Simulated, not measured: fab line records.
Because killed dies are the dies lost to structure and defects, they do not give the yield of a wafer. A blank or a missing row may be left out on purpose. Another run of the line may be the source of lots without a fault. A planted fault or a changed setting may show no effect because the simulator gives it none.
Which tool did it? / flow gf180mcu / 15 lots, 39 wafers sampled, at 5 steps of a route of 602

WHAT THE GAUGES SHOWED, per wafer
GF_V1_THK_MEAS_03.
lot=L510; measured=day 17 02:15; on=film_metro-04; V1_CVD_02_THK (nm)=833 844 860
lot=L511; measured=day 17 16:51; on=film_metro-04; V1_CVD_02_THK (nm)=840 843 855
lot=L512; measured=day 17 20:29; on=film_metro-01; V1_CVD_02_THK (nm)=857 843 862
lot=L513; measured=day 18 08:40; on=film_metro-04; V1_CVD_02_THK (nm)=845 833 835
lot=L514; measured=day 19 01:49; on=film_metro-03; V1_CVD_02_THK (nm)=862 855 860
lot=L515; measured=day 19 04:05; on=film_metro-01; V1_CVD_02_THK (nm)=837 828 861
lot=L516; measured=day 19 16:58; on=film_metro-01; V1_CVD_02_THK (nm)=848 862 865
lot=L518; measured=day 20 07:47; on=film_metro-01; V1_CVD_02_THK (nm)=636
lot=L520; measured=day 21 04:16; on=film_metro-03; V1_CVD_02_THK (nm)=634
lot=L521; measured=day 21 19:05; on=film_metro-01; V1_CVD_02_THK (nm)=637
lot=L523; measured=day 22 06:56; on=film_metro-04; V1_CVD_02_THK (nm)=855 843 869
lot=L525; measured=day 23 02:34; on=film_metro-03; V1_CVD_02_THK (nm)=854 838 860
lot=L526; measured=day 23 09:53; on=film_metro-04; V1_CVD_02_THK (nm)=858 880 876
lot=L528; measured=day 23 22:31; on=film_metro-03; V1_CVD_02_THK (nm)=862 867 875
lot=L533; measured=day 25 11:22; on=film_metro-04; V1_CVD_02_THK (nm)=858 864 850

EACH LOT AND THE TOOL THAT RAN IT (in order: tool; ch and the chambers of the sampled wafers; start)
lot=L510; GF_CONTACT_SPUTTER_22=pvd_sputter-04, day 16 01:59; GF_CONTACT_CVD_24=cvd_w-01 ch 0,1, day 16 02:07; GF_M1_SPUTTER_04=pvd_sputter-01, day 16 02:51; GF_V1_CVD_02=pecvd-02 ch 0,1, day 17 02:10
lot=L511; GF_CONTACT_SPUTTER_22=pvd_sputter-02, day 16 15:28; GF_CONTACT_CVD_24=cvd_w-02 ch 0,1, day 16 15:34; GF_M1_SPUTTER_04=pvd_sputter-03, day 16 16:29; GF_V1_CVD_02=pecvd-04 ch 0,1, day 17 16:47
lot=L512; GF_CONTACT_SPUTTER_22=pvd_sputter-02, day 16 19:55; GF_CONTACT_CVD_24=cvd_w-01 ch 1, day 16 20:03; GF_M1_SPUTTER_04=pvd_sputter-01, day 16 20:53; GF_V1_CVD_02=pecvd-04 ch 0,2, day 17 20:25
lot=L513; GF_CONTACT_SPUTTER_22=pvd_sputter-01, day 17 07:27; GF_CONTACT_CVD_24=cvd_w-02 ch 1, day 17 07:33; GF_M1_SPUTTER_04=pvd_sputter-04, day 17 08:19; GF_V1_CVD_02=pecvd-01 ch 0,1, day 18 08:35
lot=L514; GF_CONTACT_SPUTTER_22=pvd_sputter-02, day 17 23:13; GF_CONTACT_CVD_24=cvd_w-01 ch 0,1, day 17 23:21; GF_M1_SPUTTER_04=pvd_sputter-03, day 18 00:08; GF_V1_CVD_02=pecvd-01 ch 1,2, day 19 01:43
lot=L515; GF_CONTACT_SPUTTER_22=pvd_sputter-02, day 18 02:00; GF_CONTACT_CVD_24=cvd_w-01 ch 0,1, day 18 02:06; GF_M1_SPUTTER_04=pvd_sputter-04, day 18 02:52; GF_V1_CVD_02=pecvd-04 ch 0,2, day 19 04:01
lot=L516; GF_CONTACT_SPUTTER_22=pvd_sputter-02, day 18 13:49; GF_CONTACT_CVD_24=cvd_w-01 ch 1, day 18 13:55; GF_M1_SPUTTER_04=pvd_sputter-03, day 18 14:41; GF_V1_CVD_02=pecvd-01 ch 1,2, day 19 16:52
lot=L518; GF_CONTACT_SPUTTER_22=pvd_sputter-02, day 19 05:16; GF_CONTACT_CVD_24=cvd_w-02 ch 1, day 19 05:23; GF_M1_SPUTTER_04=pvd_sputter-03, day 19 06:07; GF_V1_CVD_02=pecvd-01 ch 0, day 20 07:41
lot=L520; GF_CONTACT_SPUTTER_22=pvd_sputter-02, day 20 01:40; GF_CONTACT_CVD_24=cvd_w-01 ch 1, day 20 01:46; GF_M1_SPUTTER_04=pvd_sputter-01, day 20 02:32; GF_V1_CVD_02=pecvd-01 ch 0, day 21 04:10
lot=L521; GF_CONTACT_SPUTTER_22=pvd_sputter-04, day 20 16:52; GF_CONTACT_CVD_24=cvd_w-01 ch 0, day 20 16:58; GF_M1_SPUTTER_04=pvd_sputter-01, day 20 17:44; GF_V1_CVD_02=pecvd-01 ch 0, day 21 19:01
lot=L523; GF_CONTACT_SPUTTER_22=pvd_sputter-04, day 21 05:07; GF_CONTACT_CVD_24=cvd_w-01 ch 0,1, day 21 05:13; GF_M1_SPUTTER_04=pvd_sputter-01, day 21 05:59; GF_V1_CVD_02=pecvd-02 ch 0,2, day 22 06:52
lot=L525; GF_CONTACT_SPUTTER_22=pvd_sputter-04, day 22 00:58; GF_CONTACT_CVD_24=cvd_w-01 ch 0,1, day 22 01:06; GF_M1_SPUTTER_04=pvd_sputter-01, day 22 01:54; GF_V1_CVD_02=pecvd-04 ch 0,1,2, day 23 02:31
lot=L526; GF_CONTACT_SPUTTER_22=pvd_sputter-02, day 22 08:53; GF_CONTACT_CVD_24=cvd_w-01 ch 0, day 22 09:03; GF_M1_SPUTTER_04=pvd_sputter-01, day 22 09:50; GF_V1_CVD_02=pecvd-02 ch 1,2, day 23 09:47
lot=L528; GF_CONTACT_SPUTTER_22=pvd_sputter-01, day 22 22:28; GF_CONTACT_CVD_24=cvd_w-02 ch 0,1, day 22 22:35; GF_M1_SPUTTER_04=pvd_sputter-04, day 22 23:19; GF_V1_CVD_02=pecvd-02 ch 1,2, day 23 22:25
lot=L533; GF_CONTACT_SPUTTER_22=pvd_sputter-04, day 24 10:45; GF_CONTACT_CVD_24=cvd_w-02 ch 0,1, day 24 10:51; GF_M1_SPUTTER_04=pvd_sputter-03, day 24 11:50; GF_V1_CVD_02=pecvd-04 ch 0,2, day 25 11:17
- GF_CONTACT_SPUTTER_22: material Ti, target thk 15 nm, time 80.02 s.
- GF_CONTACT_CVD_24: deposits W, target thk 300 nm, time 90.339 s.
- GF_M1_SPUTTER_04: material TiN, target thk 50 nm, time 41.7 s.
- GF_V1_CVD_02: deposits SiO2 from TEOS, target thk 850 nm, time 94.851 s.

WHAT THE TOOLS THEMSELVES READ (means of the sampled wafers that have a number; where no wafer has one, the mark that the record gives instead)
GF_CONTACT_SPUTTER_22.
lot=L510; tool=pvd_sputter-04; throttle_valve_pct (%)=30.4
lot=L511; tool=pvd_sputter-02; throttle_valve_pct (%)=30.5
lot=L512; tool=pvd_sputter-02; throttle_valve_pct (%)=30.2
lot=L513; tool=pvd_sputter-01; throttle_valve_pct (%)=29.2
lot=L514; tool=pvd_sputter-02; throttle_valve_pct (%)=30.5
lot=L515; tool=pvd_sputter-02; throttle_valve_pct (%)=30.3
lot=L516; tool=pvd_sputter-02; throttle_valve_pct (%)=30.2
lot=L518; tool=pvd_sputter-02; throttle_valve_pct (%)=29.9
lot=L520; tool=pvd_sputter-02; throttle_valve_pct (%)=29.9
lot=L521; tool=pvd_sputter-04; throttle_valve_pct (%)=30.0
lot=L523; tool=pvd_sputter-04; throttle_valve_pct (%)=30.1
lot=L525; tool=pvd_sputter-04; throttle_valve_pct (%)=30.4
lot=L526; tool=pvd_sputter-02; throttle_valve_pct (%)=30.0
lot=L528; tool=pvd_sputter-01; throttle_valve_pct (%)=29.9
lot=L533; tool=pvd_sputter-04; throttle_valve_pct (%)=30.2

GF_CONTACT_CVD_24.
lot=L510; tool=cvd_w-01; heater_power_w (W)=857
lot=L511; tool=cvd_w-02; heater_power_w (W)=756
lot=L512; tool=cvd_w-01; heater_power_w (W)=848
lot=L513; tool=cvd_w-02; heater_power_w (W)=720
lot=L514; tool=cvd_w-01; heater_power_w (W)=865
lot=L515; tool=cvd_w-01; heater_power_w (W)=882
lot=L516; tool=cvd_w-01; heater_power_w (W)=854
lot=L518; tool=cvd_w-02; heater_power_w (W)=713
lot=L520; tool=cvd_w-01; heater_power_w (W)=858
lot=L521; tool=cvd_w-01; heater_power_w (W)=892
lot=L523; tool=cvd_w-01; heater_power_w (W)=879
lot=L525; tool=cvd_w-01; heater_power_w (W)=879
lot=L526; tool=cvd_w-01; heater_power_w (W)=899
lot=L528; tool=cvd_w-02; heater_power_w (W)=775
lot=L533; tool=cvd_w-02; heater_power_w (W)=812

GF_M1_SPUTTER_04.
lot=L510; tool=pvd_sputter-01; throttle_valve_pct (%)=29.8
lot=L511; tool=pvd_sputter-03; throttle_valve_pct (%)=29.9
lot=L512; tool=pvd_sputter-01; throttle_valve_pct (%)=29.5
lot=L513; tool=pvd_sputter-04; throttle_valve_pct (%)=29.1
lot=L514; tool=pvd_sputter-03; throttle_valve_pct (%)=29.9
lot=L515; tool=pvd_sputter-04; throttle_valve_pct (%)=29.8
lot=L516; tool=pvd_sputter-03; throttle_valve_pct (%)=29.9
lot=L518; tool=pvd_sputter-03; throttle_valve_pct (%)=29.4
lot=L520; tool=pvd_sputter-01; throttle_valve_pct (%)=30.3
lot=L521; tool=pvd_sputter-01; throttle_valve_pct (%)=30.0
lot=L523; tool=pvd_sputter-01; throttle_valve_pct (%)=30.0
lot=L525; tool=pvd_sputter-01; throttle_valve_pct (%)=29.6
lot=L526; tool=pvd_sputter-01; throttle_valve_pct (%)=29.9
lot=L528; tool=pvd_sputter-04; throttle_valve_pct (%)=29.8
lot=L533; tool=pvd_sputter-03; throttle_valve_pct (%)=29.5

GF_V1_CVD_02.
lot=L510; tool=pecvd-02; heater_power_w (W)=681; rf_fwd_power_W (W)=596.6
lot=L511; tool=pecvd-04; heater_power_w (W)=604; rf_fwd_power_W (W)=596.6
lot=L512; tool=pecvd-04; heater_power_w (W)=668; rf_fwd_power_W (W)=594.7
lot=L513; tool=pecvd-01; heater_power_w (W)=617; rf_fwd_power_W (W)=596.4
lot=L514; tool=pecvd-01; heater_power_w (W)=693; rf_fwd_power_W (W)=596.7
lot=L515; tool=pecvd-04; heater_power_w (W)=678; rf_fwd_power_W (W)=596.0
lot=L516; tool=pecvd-01; heater_power_w (W)=697; rf_fwd_power_W (W)=596.3
lot=L518; tool=pecvd-01; heater_power_w (W)=547; rf_fwd_power_W (W)=595.7
lot=L520; tool=pecvd-01; heater_power_w (W)=619; rf_fwd_power_W (W)=595.5
lot=L521; tool=pecvd-01; heater_power_w (W)=588; rf_fwd_power_W (W)=599.0
lot=L523; tool=pecvd-02; heater_power_w (W)=676; rf_fwd_power_W (W)=595.4
lot=L525; tool=pecvd-04; heater_power_w (W)=677; rf_fwd_power_W (W)=598.7
lot=L526; tool=pecvd-02; heater_power_w (W)=735; rf_fwd_power_W (W)=596.2
lot=L528; tool=pecvd-02; heater_power_w (W)=773; rf_fwd_power_W (W)=595.5
lot=L533; tool=pecvd-04; heater_power_w (W)=613; rf_fwd_power_W (W)=598.1

THE ANSWER, worked out from the rows above alone
Rule: the usual values come from the lots themselves. Put in order of their means at a reading, lots are off if they are a third of the lots or fewer, leave a main group of 4 or more, and stand apart from it by a gap of 3 or more times the standard deviation of the main group's means; of several such gaps the widest counts. Not used: any main group whose means are identical at the precision the tables above print for the reading. A lot without any number at a reading at which 4 lots or more have one is off too. Where the step has rows for the other lots, those lots are counted as sound. After the gauges, taken in route order, come the tools' own readings; for these a lot's mean is taken, as printed above. The first step at which some lot is off is used, and at that step the reading that is off furthest; a lot without a number counts as furthest.
Off: L518, L520, L521, at GF_V1_THK_MEAS_03 (V1_CVD_02_THK). The main group has a mean of 854 nm with a standard deviation of 9.6.
A tool fits if, at a process step before that reading, it ran every lot that is off, and no sound lot after the first of them. Gauges at GF_V1_THK_MEAS_03: tried the same way as those tools. One candidate fits, namely pecvd-01 at GF_V1_CVD_02. Its last sound lot is L516 (day 19 16:52), its first lot that is off L518 (day 20 07:41): a fault that began between those two fits.

WHAT HAD BEEN PUT IN BY THE SIMULATOR
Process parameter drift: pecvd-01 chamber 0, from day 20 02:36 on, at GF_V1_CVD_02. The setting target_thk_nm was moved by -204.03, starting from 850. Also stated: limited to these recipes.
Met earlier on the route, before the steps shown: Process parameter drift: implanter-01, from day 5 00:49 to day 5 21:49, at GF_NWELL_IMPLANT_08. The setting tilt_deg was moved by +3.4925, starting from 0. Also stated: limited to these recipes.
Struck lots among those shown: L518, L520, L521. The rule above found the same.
